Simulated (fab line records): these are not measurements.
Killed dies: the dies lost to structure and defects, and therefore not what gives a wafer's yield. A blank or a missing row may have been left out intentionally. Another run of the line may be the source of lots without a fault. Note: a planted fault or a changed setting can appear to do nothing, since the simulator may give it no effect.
What tool caused it?	flow gf180mcu	6 lots with 18 wafers sampled at 2 steps, on a route of 602 steps

## WHAT THE GAUGES READ, wafer by wafer
GF_PSD_RS_MEAS_14: a four-point-probe measurement.
lot	measured	on	NSD_RS (ohm/sq)
L197	day 14 15:15	film_metro-03	46.09 46.14 46.22
L199	day 15 07:01	film_metro-04	45.95 46.10 45.93
L204	day 17 08:25	film_metro-01	46.12 46.08 45.98
L206	day 17 18:38	film_metro-04	46.18 46.10 46.08
L209	day 18 20:25	film_metro-01	46.06 46.02 46.06
L213	day 20 01:17	film_metro-03	43.54 43.56 43.61

## EACH LOT AND THE TOOL THAT RAN IT (in order: tool; ch and the chambers of the sampled wafers; start)
lot	GF_PSD_RTA_13
L197	rtp_anneal-01 ch 0, day 14 15:10
L199	rtp_anneal-02 ch 0, day 15 06:56
L204	rtp_anneal-02 ch 0, day 17 08:20
L206	rtp_anneal-01 ch 0, day 17 18:32
L209	rtp_anneal-01 ch 0, day 18 20:20
L213	rtp_anneal-02 ch 0, day 20 01:11
- GF_PSD_RTA_13: time 20 s.

## THE ANSWER, worked out from the rows above alone
Rule: usual is defined by the lots themselves. The widest of any qualifying gaps counts: lots, ordered by their means at a reading, are off when they make up no more than a third of the lots, leave a main group of 4 or more, and stand apart from it by 3 or more times the standard deviation of that group's means. The tables above print the reading to a certain number of digits; a main group whose means all agree to those digits is not used. A lot without any number at a reading at which 4 lots or more have one is off too. Where the step has rows for the other lots, those lots are counted as sound.
Off: L213, seen at GF_PSD_RS_MEAS_14 (NSD_RS). The main group has a mean of 46.07 ohm/sq with a standard deviation of 0.055.
If a tool, at a process step before that reading, ran all the lots that are off and no sound lot after the first of them, it fits. Those tools and the gauges at GF_PSD_RS_MEAS_14 are tried in the same way. Can't be told from this: 2 tools fit, rtp_anneal-02 at GF_PSD_RTA_13, film_metro-03 at GF_PSD_RS_MEAS_14.

## WHAT THE SIMULATOR HAD INSERTED
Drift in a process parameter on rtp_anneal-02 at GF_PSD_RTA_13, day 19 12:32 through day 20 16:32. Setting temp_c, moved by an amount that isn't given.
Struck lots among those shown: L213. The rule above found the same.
